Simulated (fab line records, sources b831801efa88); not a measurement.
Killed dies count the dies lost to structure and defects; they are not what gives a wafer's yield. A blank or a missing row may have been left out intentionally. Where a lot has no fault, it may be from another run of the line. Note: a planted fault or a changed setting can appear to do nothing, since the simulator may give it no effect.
The same fault as seen by 2 desks / flow sfq line / only its own numbers are on each desk; what lay behind them is given at the end

== THE METROLOGY DESK ==
What the gauges read for every lot (on any tool): the sampled wafers with a number, averaged. The brackets show how far a lot's mean lies from the usual mean; more than 4 standard deviations puts the lot out of limits, marked OUT.
Columns: A = M6_NB_RS at SFQ_M6_RS_MEAS_938, usual 0.889 ohm/sq; B = M6_OVL at SFQ_M6_OVL_MEAS_940, usual -1 nm; C = I6_BOW at SFQ_I6_BOW_MEAS_941, usual 8 um; D = I6_OVL at SFQ_I6_OVL_MEAS_942, usual -2 nm; E = M7_NB_RS at SFQ_M7_RS_MEAS_943, usual 0.887 ohm/sq; F = M7_OVL at SFQ_M7_OVL_MEAS_945, usual -1 nm; G = M8_BOW at SFQ_M8_BOW_MEAS_951, usual 8 um
lot=L497; first seen here=day 67 17:33; A=0.885; B=-8; C=-3; D=-4; E=0.889; F=-4; G=2
lot=L502; first seen here=day 69 01:10; A=0.889; B=-1; C=-2; D=3; E=0.880; F=1; G=7
lot=L508; first seen here=day 71 03:13; A=0.885; B=-0; C=27; D=1; E=0.884; F=8; G=28
lot=L509; first seen here=day 71 04:26; A=0.873; B=6; C=12; D=-12; E=0.887; F=-9; G=10
lot=L511; first seen here=day 72 17:26; A=0.900; B=6; C=3; D=2; E=0.890; F=4; G=4
lot=L513; first seen here=day 73 03:01; A=0.889; B=10; C=8; D=-9; E=0.887; F=-19; G=11
lot=L514; first seen here=day 73 05:25; A=0.889; B=2; C=1; D=-5; E=0.894; F=6; G=1
This desk's finding: nothing out of limits on any of the 7 lots.

== TOOL OWNER'S DESK, rie metal-01 ==
The tool's own readings at SFQ_TRILAYER_M6_ETCH_METAL_ETCH_162 (etches Nb in Cl2/Ar, stops on SiO2, target depth 240 nm, time 120 s): means of the sampled wafers that have a number, for each lot that ran on this tool. The brackets show how far a lot's mean lies from the usual mean; more than 4 standard deviations puts the lot out of limits, marked OUT.
Columns: A = drypump motor current A at SFQ_TRILAYER_M6_ETCH_METAL_ETCH_162, usual 5.5 A; B = oes product au at SFQ_TRILAYER_M6_ETCH_METAL_ETCH_162, usual 0.894 a.u.; C = run length s at SFQ_TRILAYER_M6_ETCH_METAL_ETCH_162, usual 148.3 s
lot=L497; first seen here=day 69 07:28; A=5.9; B=0.897; C=147.8
lot=L502; first seen here=day 70 02:46; A=5.9; B=0.893; C=148.0
lot=L508; first seen here=day 72 08:18; A=5.7; B=0.927 (+4.9) OUT; C=136.8 (-24) OUT
lot=L509; first seen here=day 72 11:42; A=5.8; B=0.943 (+7.2) OUT; C=131.0 (-36) OUT
lot=L511; first seen here=day 73 18:53; A=5.8; B=0.928 (+5.1) OUT; C=130.9 (-36) OUT
This desk's finding: out of limits on L508, L509, L511; first on L508, day 72 08:18 (oes product au at SFQ_TRILAYER_M6_ETCH_METAL_ETCH_162). Within limits: L497, L502.

== BROUGHT TOGETHER ==
The tool owner's desk could have raised an alarm at day 72 08:18, on L508, L509, L511.
From the metrology desk's view, nothing was out of limits.
The metrology desk has L508, L509, L511 on record, within its limits.
Every lot named ran SFQ_TRILAYER_M6_ETCH_METAL_ETCH_162 on rie metal-01.

== WHAT WAS PUT IN BY THE SIMULATOR ==
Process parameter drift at SFQ_TRILAYER_M6_ETCH_METAL_ETCH_162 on rie metal-01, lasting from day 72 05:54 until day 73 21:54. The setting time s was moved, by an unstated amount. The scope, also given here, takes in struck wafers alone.
Struck lots among those shown: L508, L509, L511.
Time in hours from fault onset to the first out-of-limits reading at each desk: the tool owner's desk, 2.
